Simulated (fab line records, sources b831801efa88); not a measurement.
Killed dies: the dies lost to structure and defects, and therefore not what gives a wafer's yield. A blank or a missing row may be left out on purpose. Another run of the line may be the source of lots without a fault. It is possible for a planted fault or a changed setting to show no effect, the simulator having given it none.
fab line records	flow sky130
[record] lots = 13	wafers = 39	lastDay = 50
route steps=708 shown POLY_GATE@235 LDD_P@265 LDD_LDN@296 PAD_OPEN@708
lots that met no fault: taken from a fault-free run of the same line
startH: the number of hours between the record's first day and the start of the first shown wafer of the lot	waitH: hours from the lot's prior step to this one	" the same as in the row above	L1.1+2: a single row standing in for several wafers	- no value, or no start was given	* or withheld: withheld	< > ~ a bound
route shown NAME@n: a module of which the file shows steps, and the number in the route of the first	usual: mean/standard deviation of fault-free wafers	same: alike in all rows	chamber/n: place in a boat	sites: per-site readings	_std_site: the standard deviation of these	_edge_site: the outer-site mean with the inner-site mean subtracted	radiusMm: for every site, how far away it sits from the centre of the wafer	mask NAME#n: copy n	behind: the last tool/chamber to shape the wafer	hold: cause of the lot's hold/its duration in hours/its outcome	device: transistor that didn't switch, given as n, p or np	end of line: tests of these same wafers at the route's end	for a step that has no rows: nothing shown but its recipe	killed: dies lost to structure and defects at the first sort, not the wafer's yield	map: dies across one wafer; x = killed, . = not, _ = none there
set.NAME: the setting as run; set.NAME@STEP: as run at that earlier step	model.NAME: the simulator's own value behind a step, which no gauge read
one table for each step of the route and one row for each wafer, over a sample of lots
services: a tool's chamber out of use, with start hour (startH, from the record's first day; less than 0 if before it), hours out, and reason
[[steps]]
[step SKY_POLY_GATE_THK_MEAS_21]
[recipe] reads = SiO2_of_POLY_GATE_OXIDATION_20
[usual] POLY_GATE_OXIDATION_THK = 4.00/0.067
lot.wafer	tool	chamber	startH	waitH	POLY_GATE_OXIDATION_THK[nm]
L712.1	filmMetro-02	-	370.93	0.0	3.99
L712.2	"	-	"	"	3.99
L712.3	"	-	"	"	4.10
L713.1	filmMetro-03	-	382.35	0.0	4.02
L713.2	"	-	"	"	3.96
L713.6	"	-	"	"	3.92
L714.3	filmMetro-03	-	398.54	0.0	4.13
L714.4	"	-	"	"	4.08
L714.5	"	-	"	"	4.10
L716.1	filmMetro-03	-	415.14	0.0	3.98
L716.3	"	-	"	"	4.06
L716.6	"	-	"	"	3.99
L717.3	filmMetro-03	-	423.20	0.0	4.01
L717.4	"	-	"	"	4.11
L717.6	"	-	"	"	4.01
L718.3	filmMetro-03	-	427.90	0.0	3.91
L718.5	"	-	"	"	3.96
L718.6	"	-	"	"	3.91
L724.2	filmMetro-04	-	483.99	0.0	4.01
L724.3	"	-	"	"	3.98
L724.4	"	-	"	"	4.00
L725.1	filmMetro-02	-	492.08	0.0	4.04
L725.3	"	-	"	"	4.05
L725.4	"	-	"	"	3.98
L727.1	filmMetro-04	-	501.02	0.0	4.00
L727.3	"	-	"	"	3.94
L727.4	"	-	"	"	4.08
L728.1	filmMetro-04	-	510.35	0.0	4.05
L728.2	"	-	"	"	4.05
L728.5	"	-	"	"	4.14
L731.3	filmMetro-04	-	537.87	0.0	4.01
L731.4	"	-	"	"	3.92
L731.5	"	-	"	"	4.01
L732.1	filmMetro-02	-	541.70	0.0	4.02
L732.3	"	-	"	"	3.89
L732.6	"	-	"	"	4.02
L734.1	filmMetro-03	-	555.87	0.0	3.98
L734.4	"	-	"	"	3.92
L734.6	"	-	"	"	3.91
[step SKY_LDD_P_STRIP_10]
[recipe] chemistry = O2/N2	powerW = 1400	pressureMtorr = 1500	platenTempC = withheld	o2FlowSccm = 3000	n2FlowSccm = 300	overashFraction = 0.5
[usual] chamberPressureMTorr = 1500.2/1.5	drypumpMotorCurrentA = 5.95/0.27	oesProductAu = 0.717/0.004	stripTimeToEndpointS = 14.14/0.041
lot.wafer	tool	chamber	startH	waitH	chamberPressureMTorr	drypumpMotorCurrentA	oesProductAu	rfHoursCounterH	stripTimeToEndpointS
L712.1	plasmaAsher-01	0	431.06	0.1	1500.5	6.13	0.724	59	14.19
L712.2	"	1	"	"	1499.9	6.23	0.722	59	14.20
L712.3	"	0	"	"	1499.8	6.15	0.720	-	14.19
L713.1	plasmaAsher-03	0	441.98	0.1	1500.8	6.18	0.717	1	14.15
L713.2	"	1	"	"	1501.4	5.53	0.712	1	14.15
L713.6	"	0	"	"	1498.6	6.14	0.719	-	14.18
L714.3	plasmaAsher-04	1	461.12	0.1	1499.5	5.66	0.716	-	14.15
L714.4	"	0	"	"	1498.9	6.10	0.719	-	14.13
L714.5	"	1	"	"	1502.1	5.64	0.718	-	14.09
L716.1	plasmaAsher-04	1	478.56	0.1	1500.5	5.66	0.717	35	14.13
L716.3	"	0	"	"	1500.7	6.06	0.718	-	14.10
L716.6	"	1	"	"	1501.0	5.67	0.716	-	14.09
L717.3	plasmaAsher-04	0	486.20	0.1	1499.0	6.05	0.720	-	14.19
L717.4	"	1	"	"	1500.6	5.65	0.717	-	14.18
L717.6	"	1	"	"	1499.5	5.64	0.714	-	14.17
L718.3	plasmaAsher-03	0	490.30	0.1	1497.4	6.15	0.713	-	14.18
L718.5	"	1	"	"	1499.2	5.51	0.720	-	14.19
L718.6	"	0	"	"	1498.9	6.15	0.722	-	14.16
L724.2	plasmaAsher-04	0	545.06	0.1	1500.5	6.05	0.718	43	14.15
L724.3	"	0	"	"	1498.5	6.03	0.722	-	14.18
L724.4	"	1	"	"	1497.9	5.66	0.719	-	14.17
L725.1	plasmaAsher-01	1	553.96	0.1	1501.2	6.20	0.715	70	14.09
L725.3	"	1	"	"	1503.3	6.21	0.719	-	14.09
L725.4	"	0	"	"	1500.3	6.14	0.711	-	14.16
L727.1	plasmaAsher-04	1	561.81	0.1	1497.3	5.64	0.716	45	14.20
L727.3	"	0	"	"	1502.0	6.09	0.715	-	14.20
L727.4	"	1	"	"	1501.4	5.67	0.713	-	14.18
L728.1	plasmaAsher-01	1	572.13	0.1	1498.7	6.24	0.725	72	14.12
L728.2	"	0	"	"	1501.1	6.18	0.716	72	14.19
L728.5	"	0	"	"	1500.5	6.14	0.713	-	14.14
L731.3	plasmaAsher-01	0	599.21	0.1	1499.3	6.15	0.708	-	14.12
L731.4	"	1	"	"	1501.4	6.25	0.722	-	14.14
L731.5	"	1	"	"	1501.2	6.23	0.718	-	14.12
L732.1	plasmaAsher-04	0	603.23	0.1	1501.0	6.10	0.722	48	14.12
L732.3	"	1	"	"	1500.7	5.68	0.714	-	14.14
L732.6	"	1	"	"	1499.0	5.67	0.710	-	14.13
L734.1	plasmaAsher-04	1	615.41	0.1	1499.4	5.67	0.717	49	14.15
L734.4	"	0	"	"	1500.6	6.09	0.714	-	14.14
L734.6	"	0	"	"	1500.1	6.08	0.710	-	14.16
[step SKY_LDD_LDN_OVL_MEAS_07]
[usual] LDD_LDN_OVL = 0.0/1.7
lot.wafer	tool	chamber	startH	waitH	LDD_LDN_OVL[nm]
L712.1	overlay-01	-	523.94	0.1	0.3
L712.2	"	-	"	"	-0.3
L712.3	"	-	"	"	1.3
L713.1	overlay-02	-	533.11	0.1	0.2
L713.2	"	-	"	"	-1.7
L713.6	"	-	"	"	-1.3
L714.3	overlay-02	-	551.63	0.1	1.2
L714.4	"	-	"	"	2.2
L714.5	"	-	"	"	1.6
L716.1	overlay-02	-	569.19	0.1	2.0
L716.3	"	-	"	"	1.5
L716.6	"	-	"	"	0.6
L717.3	overlay-01	-	575.80	0.1	0.8
L717.4	"	-	"	"	0.4
L717.6	"	-	"	"	1.5
L718.3	overlay-02	-	580.85	0.1	-3.7
L718.5	"	-	"	"	-1.8
L718.6	"	-	"	"	-1.8
L724.2	overlay-02	-	634.19	0.1	-0.5
L724.3	"	-	"	"	-2.2
L724.4	"	-	"	"	-1.8
L725.1	overlay-02	-	641.89	0.1	0.8
L725.3	"	-	"	"	-0.6
L725.4	"	-	"	"	-1.2
L727.1	overlay-02	-	648.94	0.1	1.5
L727.3	"	-	"	"	0.8
L727.4	"	-	"	"	1.4
L728.1	overlay-01	-	659.66	0.1	0.6
L728.2	"	-	"	"	-2.2
L728.5	"	-	"	"	1.3
L731.3	overlay-02	-	685.13	0.1	-0.8
L731.4	"	-	"	"	-1.1
L731.5	"	-	"	"	-1.1
L732.1	overlay-01	-	689.67	0.1	-0.3
L732.3	"	-	"	"	2.0
L732.6	"	-	"	"	1.2
L734.1	overlay-02	-	702.19	0.1	-1.0
L734.4	"	-	"	"	0.6
L734.6	"	-	"	"	0.0
[step SKY_LDD_LDN_IMPLANT_11]
[recipe] species = As	energyKev = 15	doseCm2 = 1.25e+13	tiltDeg = withheld	rotationDeg = 293
[usual] beamEnergyKeV = 15.000/0.0048
lot.wafer	tool	chamber	startH	waitH	beamEnergyKeV
L712.1	implanter-04	0	524.42	0.1	14.990
L712.2	"	0	"	"	14.995
L712.3	"	0	"	"	15.000
L713.1	implanter-04	0	533.59	0.1	15.001
L713.2	"	0	"	"	14.996
L713.6	"	0	"	"	14.996
L714.3	implanter-01	0	552.16	0.1	14.997
L714.4	"	0	"	"	14.999
L714.5	"	0	"	"	15.002
L716.1	implanter-04	0	569.67	0.1	14.986
L716.3	"	0	"	"	15.003
L716.6	"	0	"	"	14.992
L717.3	implanter-01	0	576.32	0.1	14.998
L717.4	"	0	"	"	14.991
L717.6	"	0	"	"	14.992
L718.3	implanter-04	0	581.37	0.1	15.000
L718.5	"	0	"	"	15.003
L718.6	"	0	"	"	15.002
L724.2	implanter-01	0	634.70	0.1	14.999
L724.3	"	0	"	"	14.996
L724.4	"	0	"	"	14.998
L725.1	implanter-04	0	642.37	0.1	15.004
L725.3	"	0	"	"	15.006
L725.4	"	0	"	"	15.003
L727.1	implanter-01	0	649.42	0.1	15.009
L727.3	"	0	"	"	15.000
L727.4	"	0	"	"	15.006
L728.1	implanter-01	0	660.14	0.1	15.011
L728.2	"	0	"	"	14.996
L728.5	"	0	"	"	15.002
L731.3	implanter-01	0	685.66	0.1	19.108
L731.4	"	0	"	"	19.106
L731.5	"	0	"	"	19.114
L732.1	implanter-01	0	690.16	0.1	19.107
L732.3	"	0	"	"	19.107
L732.6	"	0	"	"	19.112
L734.1	implanter-04	0	702.67	0.1	15.007
L734.4	"	0	"	"	14.993
L734.6	"	0	"	"	15.003
[step SKY_PAD_OPEN_PROBE_99]
[usual] killed_at_M0_to_M3 = 42/6.1	killed_at_M4_up = 3.1/1.7	killedAtContacts = 24/5.5	killedAtFrontEnd = 16/4.1	killedAtOther = 0.3/0.57	killedDies = 86/8.2	killedOnRim = 17/3.7	killedOpen = 47/6.8	killedShort = 38/5.8
[same] grossDies = 492	killedAtBackSide = 0
lot.wafer	tool	chamber	startH	waitH	killed_at_M0_to_M3	killed_at_M4_up	killedAtContacts	killedAtFrontEnd	killedAtOther	killedDies	killedOnRim	killedOpen	killedShort
L712.1	prober-02	-	1076.14	0.1	45	2	25	21	2	95	23	46	47
L712.2	prober-02	-	1076.19	0.1	43	2	16	16	0	77	14	44	33
L712.3	prober-02	-	1076.24	0.2	44	3	14	17	1	79	19	45	34
L713.1	prober-01	-	1080.15	0.1	47	4	17	13	0	81	18	42	39
L713.2	prober-01	-	1080.20	0.1	40	1	25	16	2	84	20	44	38
L713.6	prober-01	-	1080.40	0.2	38	0	21	7	0	66	17	32	34
L714.3	prober-02	-	1092.81	0.2	44	1	17	11	1	74	10	39	35
L714.4	prober-02	-	1092.86	0.2	38	5	21	15	0	79	13	36	43
L714.5	prober-02	-	1092.91	0.2	43	6	23	15	0	87	22	33	54
L716.1	prober-02	-	1106.28	0.1	48	1	37	14	1	101	22	60	39
L716.3	prober-02	-	1106.38	0.2	49	1	32	15	0	97	16	51	45
L716.6	prober-02	-	1106.53	0.2	43	4	20	11	0	78	12	35	41
L717.3	prober-01	-	1112.11	0.2	44	1	25	14	1	85	16	47	38
L717.4	prober-01	-	1112.16	0.2	40	1	25	20	0	86	15	51	35
L717.6	prober-01	-	1112.26	0.2	39	6	26	14	0	85	20	42	43
L718.3	prober-02	-	1113.61	0.2	42	4	21	15	0	82	18	44	37
L718.5	prober-02	-	1113.71	0.2	46	5	20	21	0	92	15	47	45
L718.6	prober-02	-	1113.76	0.2	41	6	43	16	0	106	24	59	46
L724.2	prober-02	-	1150.91	0.1	48	2	15	29	0	94	17	53	39
L724.3	prober-02	-	1150.96	0.2	30	3	33	15	0	81	16	44	36
L724.4	prober-02	-	1151.01	0.2	44	1	24	17	1	87	22	48	39
L725.1	prober-01	-	1153.74	0.1	30	4	29	15	0	78	15	43	35
L725.3	prober-01	-	1153.84	0.2	32	7	28	12	0	79	15	49	30
L725.4	prober-01	-	1153.89	0.2	44	4	26	15	1	90	19	50	40
L727.1	prober-01	-	1159.68	0.1	52	1	35	12	1	101	26	63	36
L727.3	prober-01	-	1159.78	0.2	49	3	22	14	2	90	17	49	39
L727.4	prober-01	-	1159.83	0.2	38	1	22	12	1	74	19	49	24
L728.1	prober-02	-	1164.83	0.1	39	2	25	19	0	85	19	50	35
L728.2	prober-02	-	1164.88	0.1	47	5	21	19	0	92	18	55	37
L728.5	prober-02	-	1165.03	0.2	48	5	17	16	0	86	19	41	44
L731.3	prober-01	-	1179.49	0.2	49	4	24	12	0	89	14	48	41
L731.4	prober-01	-	1179.54	0.2	45	4	13	11	0	73	17	46	27
L731.5	prober-01	-	1179.59	0.2	51	7	21	15	0	94	20	52	41
L732.1	prober-02	-	1182.21	0.1	42	4	29	15	1	91	22	57	33
L732.3	prober-02	-	1182.31	0.2	33	5	29	12	0	79	12	51	28
L732.6	prober-02	-	1182.46	0.2	50	3	16	28	1	98	17	52	45
L734.1	prober-02	-	1192.64	0.1	47	3	25	9	1	85	14	49	36
L734.4	prober-02	-	1192.79	0.2	46	1	24	17	2	90	15	47	42
L734.6	prober-02	-	1192.89	0.2	32	5	29	17	0	83	16	43	40
// killed by level:class
L712.1 VIA2:geometricParticle:open=9 VIA3:geometricParticle:open=8 METAL1:geometricParticle:short=7 POLY_GATE:geometricParticle:short=7 CONTACT:geometricParticle:open=7 METAL2:geometricParticle:short=7 LI_CONTACT:geometricParticle:short=6 LI_CONTACT:geometricParticle:open=6
L712.2 VIA1:geometricParticle:open=8 VIA2:geometricParticle:open=8 METAL2:geometricParticle:short=7 CONTACT:geometricParticle:open=6 VIA3:geometricParticle:open=6 VIA1:geometricParticle:short=5 FIELD_ISO:geometricParticle:open=4 FIELD_ISO:geometricParticle:short=3
L712.3 VIA3:geometricParticle:open=9 VIA1:geometricParticle:open=6 METAL2:geometricParticle:short=6 VIA2:geometricParticle:open=6 FIELD_ISO:geometricParticle:open=5 LI_CONTACT:geometricParticle:open=5 VIA1:geometricParticle:short=4 POLY_GATE:geometricParticle:open=4
L713.1 VIA1:geometricParticle:open=8 VIA2:geometricParticle:open=7 VIA1:geometricParticle:short=7 VIA3:geometricParticle:open=6 METAL1:geometricParticle:short=6 FIELD_ISO:geometricParticle:open=5 POLY_GATE:geometricParticle:short=5 VIA3:geometricParticle:short=5
L713.2 LI_CONTACT:geometricParticle:open=9 VIA1:geometricParticle:open=9 LOCAL_INTERCONNECT:geometricParticle:short=7 VIA3:geometricParticle:open=7 VIA1:geometricParticle:short=5 VIA2:geometricParticle:open=5 FIELD_ISO:geometricParticle:open=4 FIELD_ISO:geometricParticle:short=4
L713.6 CONTACT:geometricParticle:open=7 CONTACT:geometricParticle:short=7 VIA1:geometricParticle:short=6 VIA2:geometricParticle:open=6 VIA3:geometricParticle:open=6 METAL2:geometricParticle:short=5 VIA1:geometricParticle:open=5 LOCAL_INTERCONNECT:geometricParticle:short=4
L714.3 VIA2:geometricParticle:open=10 VIA1:geometricParticle:open=9 LI_CONTACT:geometricParticle:open=7 METAL1:geometricParticle:short=6 FIELD_ISO:geometricParticle:open=5 METAL2:geometricParticle:short=5 VIA2:geometricParticle:short=5 LI_CONTACT:geometricParticle:short=4
L714.4 VIA2:geometricParticle:open=8 CONTACT:geometricParticle:open=7 METAL1:geometricParticle:short=7 VIA1:geometricParticle:open=6 POLY_GATE:geometricParticle:short=5 LI_CONTACT:geometricParticle:open=5 FIELD_ISO:geometricParticle:short=4 VIA1:geometricParticle:short=4
L714.5 VIA1:geometricParticle:short=11 VIA1:geometricParticle:open=7 CONTACT:geometricParticle:short=7 FIELD_ISO:geometricParticle:open=5 VIA3:geometricParticle:short=5 LOCAL_INTERCONNECT:geometricParticle:short=5 CONTACT:geometricParticle:open=5 VIA2:geometricParticle:open=5
L716.1 CONTACT:geometricParticle:open=14 VIA1:geometricParticle:open=10 VIA3:geometricParticle:open=10 LI_CONTACT:geometricParticle:open=9 VIA1:geometricParticle:short=9 LI_CONTACT:geometricParticle:short=7 METAL3:geometricParticle:short=6 LOCAL_INTERCONNECT:geometricParticle:short=5
L716.3 VIA1:geometricParticle:open=11 CONTACT:geometricParticle:open=10 LI_CONTACT:geometricParticle:open=10 VIA3:geometricParticle:short=8 METAL1:geometricParticle:short=7 VIA2:geometricParticle:open=7 CONTACT:geometricParticle:short=5 LOCAL_INTERCONNECT:geometricParticle:short=5
L716.6 VIA3:geometricParticle:open=9 CONTACT:geometricParticle:open=7 FIELD_ISO:geometricParticle:short=5 METAL3:geometricParticle:short=5 METAL2:geometricParticle:short=5 VIA3:geometricParticle:short=5 CONTACT:geometricParticle:short=4 VIA1:geometricParticle:short=4
L717.3 VIA1:geometricParticle:open=10 CONTACT:geometricParticle:open=9 VIA3:geometricParticle:open=8 LI_CONTACT:geometricParticle:open=6 POLY_GATE:geometricParticle:open=5 CONTACT:geometricParticle:short=5 POLY_GATE:geometricParticle:short=4 METAL1:geometricParticle:short=4
L717.4 VIA1:geometricParticle:short=10 VIA2:geometricParticle:open=10 CONTACT:geometricParticle:open=9 LI_CONTACT:geometricParticle:open=8 POLY_GATE:geometricParticle:open=6 POLY_GATE:geometricParticle:short=6 VIA1:geometricParticle:open=6 VIA3:geometricParticle:open=5
L717.6 VIA3:geometricParticle:open=9 CONTACT:geometricParticle:short=8 LI_CONTACT:geometricParticle:open=7 VIA1:geometricParticle:open=7 LOCAL_INTERCONNECT:geometricParticle:short=5 METAL1:geometricParticle:short=5 VIA1:geometricParticle:short=5 CONTACT:geometricParticle:open=4
L718.3 VIA1:geometricParticle:open=9 VIA3:geometricParticle:open=9 METAL1:geometricParticle:short=8 CONTACT:geometricParticle:open=7 METAL2:geometricParticle:short=5 LOCAL_INTERCONNECT:geometricParticle:short=5 POLY_GATE:geometricParticle:open=4 CONTACT:geometricParticle:short=4
L718.5 CONTACT:geometricParticle:open=10 VIA1:geometricParticle:short=9 POLY_GATE:geometricParticle:open=8 LI_CONTACT:geometricParticle:open=7 VIA1:geometricParticle:open=7 VIA3:geometricParticle:open=7 METAL1:geometricParticle:short=6 FIELD_ISO:geometricParticle:short=5
L718.6 CONTACT:geometricParticle:open=14 VIA1:geometricParticle:open=13 LI_CONTACT:geometricParticle:open=12 VIA2:geometricParticle:open=7 LOCAL_INTERCONNECT:geometricParticle:short=7 FIELD_ISO:geometricParticle:short=6 LI_CONTACT:geometricParticle:short=6 METAL4:geometricParticle:short=6
L724.2 VIA2:geometricParticle:open=10 FIELD_ISO:geometricParticle:open=7 VIA3:geometricParticle:open=7 VIA1:geometricParticle:short=7 METAL2:geometricParticle:short=7 FIELD_ISO:geometricParticle:short=6 POLY_GATE:geometricParticle:open=5 CONTACT:geometricParticle:open=4
L724.3 CONTACT:geometricParticle:short=11 CONTACT:geometricParticle:open=11 VIA3:geometricParticle:open=9 FIELD_ISO:geometricParticle:open=6 LI_CONTACT:geometricParticle:open=6 VIA1:geometricParticle:open=6 METAL2:geometricParticle:short=5 VIA1:geometricParticle:short=4
L724.4 VIA1:geometricParticle:open=15 CONTACT:geometricParticle:open=11 VIA3:geometricParticle:open=7 FIELD_ISO:geometricParticle:short=5 POLY_GATE:geometricParticle:open=4 POLY_GATE:geometricParticle:short=4 LI_CONTACT:geometricParticle:open=4 LOCAL_INTERCONNECT:geometricParticle:short=4
L725.1 VIA1:geometricParticle:open=11 CONTACT:geometricParticle:open=10 LI_CONTACT:geometricParticle:open=8 METAL2:geometricParticle:short=6 CONTACT:geometricParticle:short=5 POLY_GATE:geometricParticle:open=4 POLY_GATE:geometricParticle:short=4 LOCAL_INTERCONNECT:geometricParticle:short=4
L725.3 LI_CONTACT:geometricParticle:open=9 CONTACT:geometricParticle:open=9 VIA2:geometricParticle:open=9 METAL4:geometricParticle:short=5 FIELD_ISO:geometricParticle:short=4 FIELD_ISO:geometricParticle:open=4 LOCAL_INTERCONNECT:geometricParticle:short=4 METAL1:geometricParticle:short=4
L725.4 VIA1:geometricParticle:open=10 CONTACT:geometricParticle:open=8 LI_CONTACT:geometricParticle:open=7 METAL2:geometricParticle:short=7 METAL1:geometricParticle:short=6 FIELD_ISO:geometricParticle:open=5 VIA3:geometricParticle:open=5 LOCAL_INTERCONNECT:geometricParticle:short=5
L727.1 CONTACT:geometricParticle:open=21 VIA1:geometricParticle:open=12 METAL2:geometricParticle:short=12 LI_CONTACT:geometricParticle:open=8 METAL1:geometricParticle:short=8 VIA3:geometricParticle:open=7 VIA2:geometricParticle:open=5 METAL2:geometricParticle:open=5
L727.3 METAL2:geometricParticle:short=12 VIA1:geometricParticle:open=8 LI_CONTACT:geometricParticle:open=7 CONTACT:geometricParticle:open=7 VIA2:geometricParticle:open=6 VIA3:geometricParticle:open=6 CONTACT:geometricParticle:short=4 METAL2:geometricParticle:open=4
L727.4 VIA1:geometricParticle:open=13 CONTACT:geometricParticle:open=10 VIA3:geometricParticle:open=6 POLY_GATE:geometricParticle:short=4 LI_CONTACT:geometricParticle:open=4 CONTACT:geometricParticle:short=4 VIA2:geometricParticle:open=4 VIA3:geometricParticle:short=4
L728.1 VIA1:geometricParticle:open=12 CONTACT:geometricParticle:open=8 VIA3:geometricParticle:open=8 LI_CONTACT:geometricParticle:open=7 POLY_GATE:geometricParticle:short=6 CONTACT:geometricParticle:short=6 VIA1:geometricParticle:short=6 FIELD_ISO:geometricParticle:open=5
L728.2 VIA1:geometricParticle:open=16 VIA2:geometricParticle:open=11 LI_CONTACT:geometricParticle:open=7 FIELD_ISO:geometricParticle:open=5 FIELD_ISO:geometricParticle:short=4 POLY_GATE:geometricParticle:short=4 CONTACT:geometricParticle:short=4 METAL2:geometricParticle:short=4
L728.5 VIA1:geometricParticle:open=14 CONTACT:geometricParticle:open=7 METAL1:geometricParticle:short=7 VIA2:geometricParticle:open=6 CONTACT:geometricParticle:short=5 VIA2:geometricParticle:short=5 VIA1:geometricParticle:short=5 FIELD_ISO:geometricParticle:short=4
L731.3 VIA1:geometricParticle:open=11 CONTACT:geometricParticle:open=9 METAL1:geometricParticle:short=8 VIA2:geometricParticle:open=7 LI_CONTACT:geometricParticle:open=5 VIA3:geometricParticle:open=5 VIA1:geometricParticle:short=5 POLY_GATE:geometricParticle:open=4
L731.4 VIA1:geometricParticle:open=10 VIA2:geometricParticle:open=8 VIA3:geometricParticle:open=7 FIELD_ISO:geometricParticle:short=5 CONTACT:geometricParticle:open=5 METAL2:geometricParticle:short=5 CONTACT:geometricParticle:short=4 LI_CONTACT:geometricParticle:open=3
L731.5 VIA1:geometricParticle:open=12 VIA2:geometricParticle:open=12 LI_CONTACT:geometricParticle:open=7 METAL1:geometricParticle:short=7 CONTACT:geometricParticle:open=6 METAL2:geometricParticle:short=5 LOCAL_INTERCONNECT:geometricParticle:short=4 FIELD_ISO:geometricParticle:short=4
L732.1 CONTACT:geometricParticle:open=13 VIA1:geometricParticle:open=10 VIA3:geometricParticle:open=10 LI_CONTACT:geometricParticle:open=8 CONTACT:geometricParticle:short=6 FIELD_ISO:geometricParticle:open=5 METAL1:geometricParticle:short=5 VIA2:geometricParticle:open=4
L732.3 CONTACT:geometricParticle:open=14 VIA1:geometricParticle:open=11 LI_CONTACT:geometricParticle:open=6 POLY_GATE:geometricParticle:open=5 VIA3:geometricParticle:open=5 CONTACT:geometricParticle:short=4 METAL4:geometricParticle:short=4 FIELD_ISO:geometricParticle:short=3
L732.6 VIA3:geometricParticle:open=9 VIA1:geometricParticle:open=8 FIELD_ISO:geometricParticle:open=7 VIA1:geometricParticle:short=7 METAL2:geometricParticle:short=7 FIELD_ISO:geometricParticle:short=6 POLY_GATE:geometricParticle:open=6 CONTACT:geometricParticle:open=6
L734.1 VIA1:geometricParticle:open=15 CONTACT:geometricParticle:open=8 METAL1:geometricParticle:short=7 VIA2:geometricParticle:open=7 VIA3:geometricParticle:open=6 LOCAL_INTERCONNECT:geometricParticle:short=6 LI_CONTACT:geometricParticle:open=4 LI_CONTACT:geometricParticle:short=4
L734.4 VIA1:geometricParticle:open=15 LI_CONTACT:geometricParticle:open=7 METAL1:geometricParticle:short=6 METAL2:geometricParticle:short=6 LOCAL_INTERCONNECT:geometricParticle:short=5 CONTACT:geometricParticle:open=5 VIA1:geometricParticle:short=5 FIELD_ISO:geometricParticle:short=4
L734.6 VIA1:geometricParticle:open=11 CONTACT:geometricParticle:open=8 METAL1:geometricParticle:short=8 LI_CONTACT:geometricParticle:open=6 CONTACT:geometricParticle:short=5 LOCAL_INTERCONNECT:geometricParticle:short=5 FIELD_ISO:geometricParticle:open=4 FIELD_ISO:geometricParticle:short=4
[[services]]
tool	chamber	startH	hours	kind
plasmaAsher-03	-	421.25	9.0	pm
plasmaAsher-03	0	421.25	9.0	ventCycle
plasmaAsher-03	1	421.25	9.0	ventCycle
plasmaAsher-03	0	430.25	-	clean
plasmaAsher-03	1	430.25	-	clean
plasmaAsher-03	-	432.13	0.4	repair
implanter-01	-	436.98	2.1	pm
plasmaAsher-01	-	473.36	14.3	repair
plasmaAsher-01	-	476.47	2.3	repair
plasmaAsher-01	-	487.68	2.8	pm
implanter-01	-	489.27	3.1	pm
implanter-01	-	498.13	1.1	repair
plasmaAsher-01	-	507.33	1.5	repair
plasmaAsher-03	-	510.19	4.3	repair
plasmaAsher-04	-	574.13	7.3	pm
implanter-04	-	591.47	3.6	repair
implanter-04	-	596.38	0.8	repair
implanter-01	-	614.78	2.6	repair
implanter-01	-	673.60	2.6	repair
plasmaAsher-03	-	679.66	13.8	repair
plasmaAsher-03	-	690.06	6.2	repair
[[key]]
[firstSign] step = SKY_LDD_LDN_IMPLANT_11	reading = beamEnergyKeV	direction = up	sigmas = 99+	usual = *	struck = *
effect none on later readings
metAt SKY_LDD_LDN_IMPLANT_11
struckLots L731,L732
testerLeftOut L731,L732
notActingAt SKY_POLY_GATE_THK_MEAS_21,SKY_LDD_P_STRIP_10,SKY_LDD_LDN_OVL_MEAS_07
onsetBetween 660.14 685.66
[fault] kind = processParameterDrift	tool = implanter-01	chamber = -	onsetH = 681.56	steps = SKY_LDD_LDN_IMPLANT_11	channel = energyKev	offset = *	shape = step	endH = 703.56	actsIn = *	stated = *
// testerLeftOut: of these lots the tester's yield and bins aren't shown, on N5 and GAA mostly nor the transistor test; their killed dies are dies lost to structure and defects alone, not to doping, threshold or leakage, so they don't give the yield
